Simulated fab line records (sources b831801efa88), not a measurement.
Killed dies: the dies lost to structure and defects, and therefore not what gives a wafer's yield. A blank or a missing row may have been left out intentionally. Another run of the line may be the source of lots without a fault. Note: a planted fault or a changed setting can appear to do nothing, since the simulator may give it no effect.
Which tool was responsible? | flow sky130 | 72 wafers from 24 lots sampled at 5 of the route's 708 steps

WHAT THE GAUGES SHOWED, per wafer
SKY_VIA3_CD_MEAS_12: the cd target is 200 nm. Usual: cd nm 199.7 nm, standard deviation 1.3.
lot  | measured     | on        | cd nm (nm)        | flag
L074 | day 41 01:44 | cd sem-02 | 199.6 199.5 199.3 |
L075 | day 41 05:44 | cd sem-01 | 197.7 198.3 198.3 |
L076 | day 41 08:56 | cd sem-01 | 200.3 199.8 198.5 |
L077 | day 42 01:34 | cd sem-01 | 200.7 200.9 200.7 |
L078 | day 42 07:36 | cd sem-01 | 201.0 201.0 201.6 |
L079 | day 42 08:53 | cd sem-01 | 197.2 199.7 199.2 |
L080 | day 42 10:11 | cd sem-01 | 202.1 200.0 199.5 |
L081 | day 43 07:00 | cd sem-01 | 200.7 200.1 200.9 |
L082 | day 43 09:40 | cd sem-01 | 197.1 198.8 198.4 |
L083 | day 43 11:22 | cd sem-01 | 199.4 197.4 198.6 |
L084 | day 43 16:59 | cd sem-01 | 201.6 201.0 199.9 |
L085 | day 44 06:16 | cd sem-01 | 201.1 199.9 201.7 |
L086 | day 44 11:43 | cd sem-01 | 199.6 201.9 199.5 |
L087 | day 44 15:44 | cd sem-01 | 198.0 197.8 196.8 |
L088 | day 44 17:05 | cd sem-01 | 199.4 198.6 199.7 |
L089 | day 45 06:02 | cd sem-01 | 198.9 198.5 199.2 |
L090 | day 45 07:14 | cd sem-01 | 197.4 197.7 198.9 |
L091 | day 45 13:56 | cd sem-01 | 200.5 201.1 200.8 |
L092 | day 45 15:58 | cd sem-01 | 200.8 201.6 200.8 |
L093 | day 46 05:38 | cd sem-01 | 198.7 200.8 198.5 |
L094 | day 46 06:17 | cd sem-01 | 198.7 199.7 199.8 |
L095 | day 46 21:14 | cd sem-01 | 200.5 200.2 201.4 |
L096 | day 46 22:32 | cd sem-01 | 198.8 199.7 199.4 |
L097 | day 47 05:28 | cd sem-01 | 199.5 198.9 199.6 |

SKY_VIA4_RS_MEAS_19: measurement is done with a four-point probe. Usual: VIA4_W_RS 0.2255 ohm/sq, standard deviation 0.0022.
lot  | measured     | on            | VIA4_W_RS (ohm/sq)   | flag
L074 | day 44 07:25 | film metro-03 | 0.2294 0.2296 0.2298 |
L075 | day 44 11:39 | film metro-02 | 0.2267 0.2228 0.2236 |
L076 | day 44 14:09 | film metro-04 | 0.2256 0.2260 0.2237 |
L077 | day 45 06:11 | film metro-04 | 0.2297 0.2299 0.2287 |
L078 | day 45 11:02 | film metro-03 | 0.2263 0.2286 0.2266 |
L079 | day 45 11:39 | film metro-02 | 0.2236 0.2276 0.2226 |
L080 | day 45 13:30 | film metro-02 | 0.2264 0.2238 0.2249 |
L081 | day 46 07:59 | film metro-02 | 0.2252 0.2243 0.2258 |
L082 | day 46 10:43 | film metro-03 | 0.2259 0.2252 0.2254 |
L083 | day 46 10:56 | film metro-03 | 0.2266 0.2245 0.2268 |
L084 | day 46 17:20 | film metro-03 | 0.2261 0.2252 0.2232 |
L085 | day 47 05:13 | film metro-04 | 0.2245 0.2251 0.2211 |
L086 | day 47 10:42 | film metro-02 | 0.2277 0.2272 0.2289 |
L087 | day 47 14:45 | film metro-02 | 0.2264 0.2279 0.2258 |
L088 | day 47 15:45 | film metro-02 | 0.2207 0.2237 0.2199 |
L089 | day 48 03:04 | film metro-03 | 0.2247 0.2246 0.2265 |
L090 | day 48 03:27 | film metro-04 | 0.2262 0.2288 0.2282 |
L091 | day 48 10:14 | film metro-04 | 0.2239 0.2256 0.2226 |
L092 | day 48 11:08 | film metro-04 | 0.2232 0.2241 0.2267 |
L093 | day 49 01:56 | film metro-04 | 0.2221 0.2249 0.2208 |
L094 | day 49 02:07 | film metro-03 | 0.2234 0.2251 0.2261 |
L095 | day 49 13:49 | film metro-04 | 0.2269 0.2257 0.2251 |
L096 | day 49 14:54 | film metro-03 | 0.2250 0.2271 0.2266 |
L097 | day 49 21:24 | film metro-02 | 0.2230 0.2199 0.2239 |

SKY_PASSIVATION_THK_MEAS_01. Usual: PASSIVATION_CVD_00_THK 90.3 nm, standard deviation 1.1.
lot  | measured     | on            | PASSIVATION_CVD_00_THK (nm) | flag
L074 | day 45 07:59 | film metro-04 | 90.6 91.1 92.4              |
L075 | day 45 11:55 | film metro-04 | 88.8 89.6 89.3              |
L076 | day 45 14:46 | film metro-01 | 89.6 89.9 91.2              |
L077 | day 46 05:38 | film metro-04 | 88.0 90.7 91.3              |
L078 | day 46 10:23 | film metro-04 | 90.7 88.9 90.3              |
L079 | day 46 10:22 | film metro-02 | 89.2 91.2 89.9              |
L080 | day 46 11:36 | film metro-04 | 89.4 91.3 90.8              |
L081 | day 47 07:21 | film metro-04 | 91.5 91.8 91.0              |
L082 | day 47 09:04 | film metro-01 | 89.6 91.0 90.1              |
L083 | day 47 09:04 | film metro-04 | 89.2 90.9 91.0              |
L084 | day 47 16:00 | film metro-04 | 89.2 88.6 91.1              |
L085 | day 48 02:44 | film metro-01 | 89.5 89.9 91.0              |
L086 | day 48 08:56 | film metro-04 | 89.1 88.5 90.7              |
L087 | day 48 12:41 | film metro-02 | 90.4 90.6 91.2              |
L088 | day 48 14:00 | film metro-04 | 90.3 91.4 90.0              |
L089 | day 49 00:32 | film metro-02 | 91.3 91.2 90.2              |
L090 | day 49 00:50 | film metro-04 | 89.1 90.0 89.7              |
L091 | day 49 07:16 | film metro-04 | 89.8 90.5 91.4              |
L092 | day 49 08:10 | film metro-02 | 91.3 90.5 89.4              |
L093 | day 49 21:49 | film metro-04 | 90.8 90.7 92.4              |
L094 | day 49 22:31 | film metro-02 | 90.2 91.2 89.8              |
L095 | day 50 08:37 | film metro-01 | 90.0 93.0 91.5              |
L096 | day 50 10:33 | film metro-02 | 89.8 90.9 90.0              |
L097 | day 50 16:17 | film metro-04 | 89.9 90.6 91.7              |

TOOL THAT RAN EACH LOT (tool first, then ch and the chambers of the sampled wafers, then the start)
lot  | SKY_METAL2_SPUTTER_03        | SKY_CAP2M_SPUTTER_02
L074 | pvd sputter-01, day 35 08:47 | pvd sputter-03, day 41 03:28
L075 | pvd sputter-02, day 35 12:55 | pvd sputter-02, day 41 07:46
L076 | pvd sputter-04, day 35 17:24 | pvd sputter-02, day 41 10:46
L077 | pvd sputter-04, day 36 12:08 | pvd sputter-02, day 42 03:25
L078 | pvd sputter-04, day 36 16:35 | pvd sputter-04, day 42 09:36
L079 | pvd sputter-02, day 36 18:41 | pvd sputter-02, day 42 10:55
L080 | pvd sputter-01, day 36 22:29 | pvd sputter-02, day 42 11:58
L081 | pvd sputter-02, day 37 19:27 | pvd sputter-03, day 43 08:56
L082 | pvd sputter-01, day 37 21:07 | pvd sputter-02, day 43 11:23
L083 | pvd sputter-04, day 38 00:38 | pvd sputter-04, day 43 13:07
L084 | pvd sputter-01, day 38 06:30 | pvd sputter-04, day 43 18:53
L085 | pvd sputter-02, day 38 23:10 | pvd sputter-03, day 44 08:05
L086 | pvd sputter-04, day 39 03:13 | pvd sputter-02, day 44 13:32
L087 | pvd sputter-04, day 39 07:34 | pvd sputter-03, day 44 17:37
L088 | pvd sputter-02, day 39 08:45 | pvd sputter-04, day 44 18:57
L089 | pvd sputter-04, day 39 23:10 | pvd sputter-04, day 45 07:47
L090 | pvd sputter-04, day 40 02:36 | pvd sputter-04, day 45 08:56
L091 | pvd sputter-04, day 40 09:10 | pvd sputter-04, day 45 15:44
L092 | pvd sputter-02, day 40 09:50 | pvd sputter-04, day 45 17:48
L093 | pvd sputter-04, day 40 23:52 | pvd sputter-03, day 46 07:26
L094 | pvd sputter-01, day 41 03:36 | pvd sputter-03, day 46 08:08
L095 | pvd sputter-01, day 41 16:46 | pvd sputter-03, day 46 23:16
L096 | pvd sputter-04, day 41 18:16 | pvd sputter-02, day 47 00:35
L097 | pvd sputter-01, day 42 03:33 | pvd sputter-04, day 47 07:25
- SKY_METAL2_SPUTTER_03: material Ti, target thk 5 nm, time 3.3 s.
- SKY_CAP2M_SPUTTER_02: material TiN, target thk 200 nm, time 166.7 s.

WHAT THE TOOLS THEMSELVES READ (means of the sampled wafers that have a number; where no wafer has one, the mark that the record gives instead)
SKY_METAL2_SPUTTER_03. Usual: throttle valve pct 29.7 %, standard deviation 0.96.
lot  | tool           | throttle valve pct (%) | flag
L074 | pvd sputter-01 | 30.3                   |
L075 | pvd sputter-02 | 30.2                   |
L076 | pvd sputter-04 | 29.4                   |
L077 | pvd sputter-04 | 29.1                   |
L078 | pvd sputter-04 | 29.9                   |
L079 | pvd sputter-02 | 30.4                   |
L080 | pvd sputter-01 | 30.2                   |
L081 | pvd sputter-02 | 30.3                   |
L082 | pvd sputter-01 | 28.4                   |
L083 | pvd sputter-04 | 29.7                   |
L084 | pvd sputter-01 | 29.4                   |
L085 | pvd sputter-02 | 30.4                   |
L086 | pvd sputter-04 | 30.0                   |
L087 | pvd sputter-04 | 29.5                   |
L088 | pvd sputter-02 | 30.4                   |
L089 | pvd sputter-04 | 29.6                   |
L090 | pvd sputter-04 | 28.7                   |
L091 | pvd sputter-04 | 30.1                   |
L092 | pvd sputter-02 | 30.3                   |
L093 | pvd sputter-04 | 29.5                   |
L094 | pvd sputter-01 | 29.4                   |
L095 | pvd sputter-01 | 29.6                   |
L096 | pvd sputter-04 | 28.8                   |
L097 | pvd sputter-01 | 29.5                   |

SKY_CAP2M_SPUTTER_02. Usual: throttle valve pct 30.0 %, standard deviation 0.71.
lot  | tool           | throttle valve pct (%) | flag
L074 | pvd sputter-03 | 29.8                   |
L075 | pvd sputter-02 | 30.1                   |
L076 | pvd sputter-02 | 30.2                   |
L077 | pvd sputter-02 | 30.3                   |
L078 | pvd sputter-04 | 29.4                   |
L079 | pvd sputter-02 | 29.9                   |
L080 | pvd sputter-02 | 30.3                   |
L081 | pvd sputter-03 | 29.8                   |
L082 | pvd sputter-02 | 30.2                   |
L083 | pvd sputter-04 | 28.8                   |
L084 | pvd sputter-04 | 29.7                   |
L085 | pvd sputter-03 | 30.2                   |
L086 | pvd sputter-02 | 30.2                   |
L087 | pvd sputter-03 | 30.1                   |
L088 | pvd sputter-04 | 30.2                   |
L089 | pvd sputter-04 | 29.2                   |
L090 | pvd sputter-04 | 30.7                   |
L091 | pvd sputter-04 | 29.8                   |
L092 | pvd sputter-04 | 28.7                   |
L093 | pvd sputter-03 | 30.0                   |
L094 | pvd sputter-03 | 30.4                   |
L095 | pvd sputter-03 | 30.2                   |
L096 | pvd sputter-02 | 30.2                   |
L097 | pvd sputter-04 | 28.9                   |

THE ANSWER, worked out from the rows above alone
Rule: a lot is off if the mean of its wafers that have a number lies more than 3 standard deviations from the usual mean. Also off: a lot with no number at a reading for which 4 or more lots have one. Any other lot the step has rows for is counted as sound. The gauges are gone through in route order, then the tools' own readings, and for those a lot's mean is taken as printed above. At the first step where some lot is off, the reading lying furthest off is the one used; lots without a number count as furthest.
None of the lots is off at any reading shown; this tells nothing.

WHAT HAD BEEN PUT IN BY THE SIMULATOR
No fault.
